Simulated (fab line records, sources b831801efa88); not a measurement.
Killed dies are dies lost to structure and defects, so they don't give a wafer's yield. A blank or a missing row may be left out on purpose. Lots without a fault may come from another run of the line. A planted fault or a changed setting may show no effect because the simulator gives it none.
fab line records | flow gf180mcu
record lots=6 wafers=18 last_day=34
route steps=602 shown VT_IMPLANT@115
lots that met no fault: from a run of the same line without faults
start_h: hours from the record's first day to the start of the lot's first wafer shown | wait_h: hours since the lot's step before | " the same as in the row above | L1.1+2: a row that stands for several wafers | - no value, or no start given | * or withheld: withheld | < > ~ a bound
route shown NAME@n: a module of which the file shows steps, and the number in the route of the first | usual: mean/standard deviation of fault-free wafers | same: alike in all rows | chamber/n: place in a boat | sites: the reading at each site | _std_site: their standard deviation | _edge_site: outer sites' mean less inner sites' | radius_mm: how far each site lies from the wafer's centre | mask NAME#n: copy n | behind: the tool/chamber that last shaped the wafer | hold: why the lot was held/for how many hours/how that ended | device: the transistor (n, p or np) that didn't switch | end of line: the same wafers' tests at the end of the route | a step without rows: its recipe alone | killed: dies lost to structure and defects at the first sort, not the wafer's yield | map: a wafer's dies, x killed, . not, _ none there
set.NAME: the setting as run; set.NAME@STEP: as run at that earlier step | model.NAME: the simulator's own value behind a step, which no gauge read
lots at some steps of the route; a table a step, a row a wafer
services: from which hour (start_h, from the record's first day; less than 0 if before it) a tool's chamber was out of use, for how many hours, and why
## steps
# step GF_VT_IMPLANT_SOFTBAKE_25
# recipe temp_c=90 time_s=60 resist=NOVOLAK
# step GF_VT_IMPLANT_EXPOSE_26
# recipe mask_id=LVPWELL_HV_AREA target_cd_nm=860 na=0.6 source_shape=conventional sigma_outer=0.6 dose_mj=140
# step GF_VT_IMPLANT_PEB_27
# recipe temp_c=withheld time_s=* resist=NOVOLAK
# step GF_VT_IMPLANT_DEVELOP_28
# recipe develop_time_s=60 dev_temp_c=23
# step GF_VT_IMPLANT_OVL_MEAS_29
# usual VT_IMPLANT_02_OVL=1.1/1.3
# columns lot.wafer tool chamber start_h wait_h VT_IMPLANT_02_OVL[nm]
L492.2 overlay-02 - 157.95 0.1 1.5
L492.4 " - " " 2.3
L492.6 " - " " 1.1
L496.3 overlay-02 - 184.50 0.1 1.1
L496.4 " - " " 0.2
L496.6 " - " " 2.1
L501.1 overlay-02 - 215.85 0.1 0.4
L501.3 " - " " 1.8
L501.4 " - " " 0.6
L502.2 overlay-01 - 222.65 0.1 -0.8
L502.4 " - " " -0.4
L502.5 " - " " 0.1
L510.1 overlay-01 - 275.04 0.1 -0.6
L510.5 " - " " -1.2
L510.6 " - " " -1.3
L513.1 overlay-02 - 291.35 0.1 -1.2
L513.3 " - " " -0.6
L513.6 " - " " 0.2
# step GF_VT_IMPLANT_IMPLANT_30
# recipe species=B energy_kev=25 dose_cm2=2.534e+12 tilt_deg=7
# step GF_VT_IMPLANT_STRIP_31
# recipe chemistry=O2/N2 power_w=1400 pressure_mtorr=1500 platen_temp_c=250 o2_flow_sccm=3000 n2_flow_sccm=300 overash_fraction=0.5
# usual drypump_motor_current_A=5.7/0.43 heater_power_w=346/25 oes_product_au=0.716/0.0045 platen_temp_c=250.00/0.18 strip_time_to_endpoint_s=12.627/0.028
# columns lot.wafer tool chamber start_h wait_h drypump_motor_current_A heater_power_w oes_product_au platen_temp_c rf_hours_counter_h strip_time_to_endpoint_s
L492.2 plasma_asher-02 1 158.13 0.1 5.2 316 0.720 250.08 4 12.600
L492.4 " 1 " " 5.2 326 0.720 250.21 - 12.602
L492.6 " 1 " " 5.2 329 0.710 250.14 - 12.616
L496.3 plasma_asher-02 0 184.71 0.1 6.2 344 0.714 250.03 - 12.564
L496.4 " 1 " " 5.2 325 0.713 249.98 - 12.622
L496.6 " 0 " " 6.2 343 0.715 250.10 - 12.640
L501.1 plasma_asher-02 1 216.04 0.1 5.2 322 0.709 249.99 12 12.601
L501.3 " 1 " " 5.2 316 0.717 250.07 - 12.591
L501.4 " 0 " " 6.2 343 0.714 249.79 - 12.656
L502.2 plasma_asher-01 1 222.83 0.1 5.7 329 0.719 250.06 55 12.668
L502.4 " 1 " " 5.7 331 0.715 250.15 - 12.664
L502.5 " 1 " " 5.7 337 0.719 250.14 - 12.634
L510.1 plasma_asher-03 0 275.23 0.1 6.1 381 0.710 250.03 67 12.648
L510.5 " 1 " " 5.6 337 0.718 250.04 - 12.585
L510.6 " 0 " " 6.1 379 0.710 249.95 - 12.620
L513.1 plasma_asher-03 1 291.54 0.1 5.5 345 0.725 249.92 69 12.624
L513.3 " 1 " " 5.5 346 0.718 249.81 - 12.586
L513.6 " 0 " " 6.1 364 0.719 249.59 - 12.587
# step GF_VT_IMPLANT_TW_MEAS_32
# usual VT_IMPLANT_3_TW=271.5/1.5
# columns lot.wafer tool chamber start_h wait_h VT_IMPLANT_3_TW
L492.2 film_metro-02 - 158.24 0.1 266.9
L492.4 " - " " 268.3
L492.6 " - " " 267.0
L496.3 film_metro-04 - 184.80 0.1 271.1
L496.4 " - " " 270.1
L496.6 " - " " 272.2
L501.1 film_metro-04 - 216.14 0.1 273.9
L501.3 " - " " 272.9
L501.4 " - " " 273.5
L502.2 film_metro-04 - 222.94 0.1 272.6
L502.4 " - " " 273.2
L502.5 " - " " 272.5
L510.1 film_metro-04 - 275.33 0.1 269.9
L510.5 " - " " 271.3
L510.6 " - " " 271.0
L513.1 film_metro-02 - 291.64 0.1 269.7
L513.3 " - " " 271.0
L513.6 " - " " 271.4
# step GF_VT_IMPLANT_DEHYDRATE_33
# recipe temp_c=200 time_s=60
# step GF_VT_IMPLANT_HMDS_34
# recipe prime_time_s=60 prime_temp_c=120
# step GF_VT_IMPLANT_COAT_35
# recipe resist=NOVOLAK spin_rpm=3000 resist_thk_nm=980.1
# step GF_VT_IMPLANT_SOFTBAKE_36
# recipe temp_c=90 time_s=60 resist=NOVOLAK
# step GF_VT_IMPLANT_EXPOSE_37
# recipe mask_id=Nwell_HV_AREA target_cd_nm=860 na=0.6 source_shape=conventional sigma_outer=0.6 dose_mj=140
# usual exposure_dose_mJ_cm2=140.01/0.12 focus_offset_nm=-0.1/0.51
# columns lot.wafer tool chamber start_h wait_h mask exposure_dose_mJ_cm2 focus_offset_nm
L492.2 iline_stepper-02 0 166.21 - Nwell_HV_AREA#0 140.04 -1.0
L492.4 " 0 " " Nwell_HV_AREA#0 140.12 -0.4
L492.6 " 0 " " Nwell_HV_AREA#0 139.98 -0.3
L496.3 iline_stepper-02 0 193.51 - Nwell_HV_AREA#0 139.96 0.3
L496.4 " 0 " " Nwell_HV_AREA#0 140.03 0.5
L496.6 " 0 " " Nwell_HV_AREA#0 140.07 0.1
L501.1 iline_stepper-02 - 225.04 - Nwell_HV_AREA#0 - -
L501.3 " - " " Nwell_HV_AREA#0 - -
L501.4 " - " " Nwell_HV_AREA#0 - -
L502.2 iline_stepper-01 - 232.14 - Nwell_HV_AREA#0 - -
L502.4 " - " " Nwell_HV_AREA#0 - -
L502.5 " - " " Nwell_HV_AREA#0 - -
L510.1 iline_stepper-02 0 285.71 - Nwell_HV_AREA#0 139.88 0.0
L510.5 " 0 " " Nwell_HV_AREA#0 140.18 -0.2
L510.6 " 0 " " Nwell_HV_AREA#0 139.97 1.0
L513.1 iline_stepper-01 0 301.83 - Nwell_HV_AREA#0 139.92 0.2
L513.3 " 0 " " Nwell_HV_AREA#0 139.83 -0.2
L513.6 " 0 " " Nwell_HV_AREA#0 140.00 0.1
# step GF_VT_IMPLANT_PEB_38
# recipe temp_c=withheld time_s=* resist=NOVOLAK
## services
# columns tool chamber start_h hours kind
plasma_asher-01 - 137.54 15.6 pm
iline_stepper-02 - 156.96 4.0 repair
plasma_asher-03 - 192.46 4.5 repair
iline_stepper-01 - 205.07 1.7 pm
plasma_asher-01 - 230.66 0.5 repair
plasma_asher-02 - 238.25 0.7 repair
plasma_asher-01 - 244.93 3.0 repair
iline_stepper-02 - 251.45 3.6 repair
plasma_asher-01 - 264.39 1.0 repair
## key
first_sign step=GF_VT_IMPLANT_EXPOSE_37 reading=tool_record direction=missing
effect none on later readings
met_at GF_VT_IMPLANT_EXPOSE_37
struck_wafers L501.1,L501.3,L501.4,L502.2,L502.4,L502.5
later_rows_left_out L501.1,L501.3,L501.4,L502.2,L502.4,L502.5
sort_left_out L501.1,L501.3,L501.4,L502.2,L502.4,L502.5
tester_left_out L501,L502
onset_between 193.51 225.04
fault kind=skipped_step_whole tool=iline_stepper-01,iline_stepper-02 chamber=- onset_h=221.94 steps=GF_VT_IMPLANT_EXPOSE_37 scope=struck_lots_only
# tester_left_out: of these lots the tester's yield and bins aren't shown, on N5 and GAA mostly nor the transistor test; their killed dies are dies lost to structure and defects alone, not to doping, threshold or leakage, so they don't give the yield
# sort_left_out: the simulated sort isn't trusted on such a fault, so these wafers' sort isn't shown, and their yield isn't known
# later_rows_left_out: the simulator's readings of these wafers behind a module that went badly wrong aren't trusted and aren't shown, but for the sort
